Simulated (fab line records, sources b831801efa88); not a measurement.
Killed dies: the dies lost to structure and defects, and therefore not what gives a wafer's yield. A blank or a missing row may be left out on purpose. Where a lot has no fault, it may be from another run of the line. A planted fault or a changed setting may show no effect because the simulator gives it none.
Commonality check across tools	flow gf180mcu	14 lots and 42 wafers in the sample

== WHY IT WAS OPENED ==
Of 14 lots, 2 have the reading DNWELL_TW flagged at GF_DNWELL_TW_MEAS_09. No-fault wafers: 1343, standard deviation 16.
Rule: a lot is flagged in two cases, either no wafer of it has a number, or all its wafers with numbers fall more than 4 standard deviations from that mean. All remaining lots are regarded as sound.

lot	measured	on	DNWELL_TW, wafer by wafer	flag
L492	day 3 00:42	filmMetro-03	1371 1376 1368	
L493	day 3 05:58	filmMetro-01	30 30 30	FLAGGED
L494	day 3 10:27	filmMetro-03	31 31 31	FLAGGED
L499	day 4 14:00	filmMetro-01	1333 1325 1330	
L503	day 5 11:06	filmMetro-04	1343 1331 1337	
L505	day 5 22:07	filmMetro-04	1332 1337 1342	
L506	day 6 03:36	filmMetro-01	1316 1314 1308	
L508	day 6 14:46	filmMetro-04	1338 1336 1344	
L509	day 6 21:12	filmMetro-01	1327 1321 1333	
L510	day 7 01:05	filmMetro-04	1348 1349 1346	
L511	day 7 04:33	filmMetro-04	1350 1352 1352	
L512	day 7 09:11	filmMetro-03	1367 1373 1371	
L513	day 7 18:11	filmMetro-03	1355 1366 1357	
L514	day 7 21:51	filmMetro-01	1332 1335 1333	
Average over the flagged lots: 30; offset from the usual -1312, equal to -82 standard deviations.

== EACH LOT AND THE TOOL IT RAN ON ==
3 process steps preceding the reading are held in the record, out of 602 steps in the route. Every cell lists first the tool, next ch and the chambers used by the sampled wafers, and last the start.
lot	flag	GF_STI_ETCH_14	GF_STI_CMP_25	GF_DNWELL_DEVELOP_06
L492		rieSi-01 ch 0,1,3, day 2 06:33	cmp-02 ch 0,1,3, day 2 09:20	lithoTrack-04 ch 0, day 3 00:00
L493	FLAGGED	rieSi-01 ch 0,1,2, day 2 12:54	cmp-01 ch 0,1,2, day 2 15:19	lithoTrack-01, day 3 05:00
L494	FLAGGED	rieSi-02 ch 0,1,2, day 2 16:42	cmp-01 ch 0,1,3, day 2 18:55	lithoTrack-03, day 3 10:00
L499		rieSi-02 ch 0,1,3, day 3 19:41	cmp-02 ch 2,3, day 3 22:01	lithoTrack-03 ch 0, day 4 13:00
L503		rieSi-02 ch 0,2, day 4 15:12	cmp-02 ch 0,1, day 4 17:52	lithoTrack-03 ch 0, day 5 10:00
L505		rieSi-01 ch 0,1,3, day 5 02:05	cmp-01 ch 1,3, day 5 04:41	lithoTrack-03 ch 0, day 5 21:00
L506		rieSi-02 ch 0,1, day 5 08:23	cmp-02 ch 0,2, day 5 10:17	lithoTrack-03 ch 0, day 6 03:00
L508		rieSi-01 ch 0,1,3, day 5 19:30	cmp-01 ch 0,1,2, day 5 22:03	lithoTrack-03 ch 0, day 6 14:00
L509		rieSi-02 ch 0,1,3, day 6 00:03	cmp-02 ch 0,1,2, day 6 02:42	lithoTrack-01 ch 0, day 6 20:00
L510		rieSi-01 ch 0,1, day 6 04:30	cmp-01 ch 1,2,3, day 6 07:02	lithoTrack-04 ch 0, day 7 00:00
L511		rieSi-02 ch 0,1, day 6 08:18	cmp-01 ch 0,2,3, day 6 10:11	lithoTrack-03 ch 0, day 7 04:00
L512		rieSi-01 ch 2,3, day 6 13:18	cmp-01 ch 1,2, day 6 15:11	lithoTrack-04 ch 0, day 7 08:00
L513		rieSi-02 ch 0,2, day 6 21:47	cmp-02 ch 0,3, day 6 23:38	lithoTrack-04 ch 0, day 7 17:00
L514		rieSi-01 ch 0,2,3, day 7 00:51	cmp-01 ch 1,3, day 7 03:15	lithoTrack-01 ch 0, day 7 21:00
What these steps do:
- GF_STI_ETCH_14: etches Si in HBr/Cl2/O2, target depth 360 nm, time 102.9 s.
- GF_STI_CMP_25: polishes, stops on Si3N4, t overpolish 33 s, target thk 524.6 nm.
- GF_DNWELL_DEVELOP_06: develop time 60 s.
- GF_DNWELL_TW_MEAS_09

== FLAGGED AGAINST TOTAL, ONE TOOL AT A TIME (gauges that did the reading follow at the end) ==
step	tool	lots run	flagged	share of the flagged lots	sound lots run after its first flagged lot
GF_STI_ETCH_14	rieSi-01	7	1	some	5 (L505,L508,L510,L512,L514)
GF_STI_ETCH_14	rieSi-02	7	1	some	6 (L499,L503,L506,L509,L511,L513)
GF_STI_CMP_25	cmp-01	8	2	all	6 (L505,L508,L510,L511,L512,L514)
GF_STI_CMP_25	cmp-02	6	0	none	-
GF_DNWELL_DEVELOP_06	lithoTrack-01	3	1	some	2 (L509,L514)
GF_DNWELL_DEVELOP_06	lithoTrack-03	7	1	some	6 (L499,L503,L505,L506,L508,L511)
GF_DNWELL_DEVELOP_06	lithoTrack-04	4	0	none	-
GF_DNWELL_TW_MEAS_09	filmMetro-01	5	1	some	4 (L499,L506,L509,L514)
GF_DNWELL_TW_MEAS_09	filmMetro-03	4	1	some	2 (L512,L513)
GF_DNWELL_TW_MEAS_09	filmMetro-04	5	0	none	-

== WHAT THE TABLE PERMITS ==
1 row of the table ran every flagged lot: cmp-01 at GF_STI_CMP_25.
- cmp-01 at GF_STI_CMP_25: 2 of its 8 lots flagged. Sound lots ran on it after the first flagged one (L505, L508, L510, L511, L512, L514), which a lasting fault on the whole tool wouldn't allow.
None of the table's rows ran every flagged lot and, after the first, no sound lot.

== WHAT THE SIMULATOR HAD INSERTED ==
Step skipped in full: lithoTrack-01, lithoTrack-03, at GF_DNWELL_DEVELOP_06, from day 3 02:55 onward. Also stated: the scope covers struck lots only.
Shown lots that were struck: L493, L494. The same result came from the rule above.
